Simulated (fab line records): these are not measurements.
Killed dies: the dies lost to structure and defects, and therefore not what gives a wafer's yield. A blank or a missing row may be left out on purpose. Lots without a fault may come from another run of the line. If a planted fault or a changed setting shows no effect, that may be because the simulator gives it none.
Problem report, 8D (eight disciplines) form, completed by code + flow sky130 + the parts of the form that need people (team, actions taken, sign-off) are left out

## 1. THE ISSUE
Mean of dose-ions-cm2 at SKY_LDD_N_IMPLANT_14: 7e+12 across 6 wafers in 2 lots; on wafers with no fault it is 5e+12 (standard deviation 5.1e+09). So: +99 or more standard deviations from the usual mean.
Seen first at day 22 15:42 on implanter-02, wafer L545.1. At this step, 18 wafers from 6 lots have a number in the record. The rule behind "out" and "out of limits": a value lying over 4 standard deviations away from the usual mean. The other wafers with a number count as sound.

## 2. WHAT IT IS AND WHAT IT IS NOT
| question                    | is                                | is not                                                                   |
|-----------------------------|-----------------------------------|--------------------------------------------------------------------------|
| which readings at this step | dose-ions-cm2, faraday-current-uA | -                                                                        |
| which lots                  | L545, L547                        | L539, L540, L554, L555                                                   |
| which wafers of those lots  | all that have a number            | -                                                                        |
| read on which tools         | implanter-02                      | implanter-03                                                             |
| when                        | from day 22 15:42                 | up to then (6 sound wafers); but 6 sound wafers of L554, L555 came after |

## 3. THE SUSPECTS, EACH WITH WHAT RULES IT OUT
Counting: a tool stays on the suspect list if, at a process step up to the reading, it processed all lots that are out and no sound lot following the first of them.
- implanter-02 at SKY_LDD_N_IMPLANT_14: ruled out as a lasting fault. Following L545 (day 22 15:42), the first lot on it that is out, the sound lots L555 were run on it.
Left after counting: nothing in the record.

## 4. THE CAUSE (what the simulator had put in)
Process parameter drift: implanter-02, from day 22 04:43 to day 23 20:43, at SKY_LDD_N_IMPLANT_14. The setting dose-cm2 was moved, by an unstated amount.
Counting ruled it out, wrongly.

## 5. THE EFFECT CHAIN, in route order
Rows list readings where the struck wafers' mean (over those with a number) sits beyond 3 standard deviations from the usual. Readings are gone through only where the record gives a usual standard deviation; hours: the median, over the lots, of the time from a lot's start at the first step in this table giving one to that lot's start at this step; sigmas: the change measured in usual standard deviations.
| hours | step                 | reading            | usual | on struck wafers | change | sigmas      |
|-------|----------------------|--------------------|-------|------------------|--------|-------------|
| 0     | SKY_LDD_N_IMPLANT_14 | dose-ions-cm2      | 5e+12 | 7e+12            | +2e+12 | +99 or more |
| 0     | SKY_LDD_N_IMPLANT_14 | faraday-current-uA | 28.1  | 40.4             | +12.3  | +21         |
Its process steps:
- SKY_LDD_N_IMPLANT_14

## 6. WHAT WOULD HAVE CAUGHT IT SOONER
First out-of-limits reading in this record: day 22 15:42, which is 11 hours after fault onset at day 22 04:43.
